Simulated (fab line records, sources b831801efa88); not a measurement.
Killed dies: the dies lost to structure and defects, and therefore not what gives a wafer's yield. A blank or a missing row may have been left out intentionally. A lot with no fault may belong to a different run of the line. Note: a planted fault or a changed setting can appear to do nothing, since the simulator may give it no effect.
Matching of chambers -- flow sky130 -- SKY_CONTACT_CMP_27 on cmp-01 has 4 sister chambers
The step polishes, stops on SiO2, t overpolish 15 s, target thk 0 nm. 4 wafers are shown with their chamber, then 7 later ones without.

== WAFERS, EACH WITH ITS CHAMBER ==
wafer,chamber,motor-current-A (A)
L768.2,0,13.4
L770.2,2,10.6
L771.1,1,13.1
L771.3,3,11.9

== WAFERS WITHOUT THEIR CHAMBER ==
wafer,motor-current-A (A)
L771.5,13.3
L773.1,11.3
L773.2,12.9
L773.5,13.6
L785.1,11.3
L785.2,13.0
L785.4,10.8

== WHICH CHAMBER EACH WENT THROUGH ==
wafer,from the rows above,in truth
L771.5,can't be placed: 0 or 1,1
L773.1,can't be placed: 3 or 2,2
L773.2,can't be placed: 1 or 0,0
L773.5,can't be placed: 0 or 1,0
L785.1,can't be placed: 3 or 2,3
L785.2,can't be placed: 1 or 0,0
L785.4,2,2
1 of 7 placed correctly. From these rows, 6 cannot be placed; in 6 the true chamber is one of the candidates. Number placed wrongly: 0.
How it was worked out, from the rows above alone: a wafer's distance from a chamber is the root of the sum, over the readings, of the square of ((its reading less the chamber's mean) divided by the reading's scatter). The wafer belongs to the nearest chamber; if the next one is less than 2 further off, it can't be placed. The mean given for a chamber averages the wafers shown for that chamber. The scatter (one wafer shown for each chamber): square how far every hidden wafer sits from the nearest shown wafer, average those squares and take the square root.
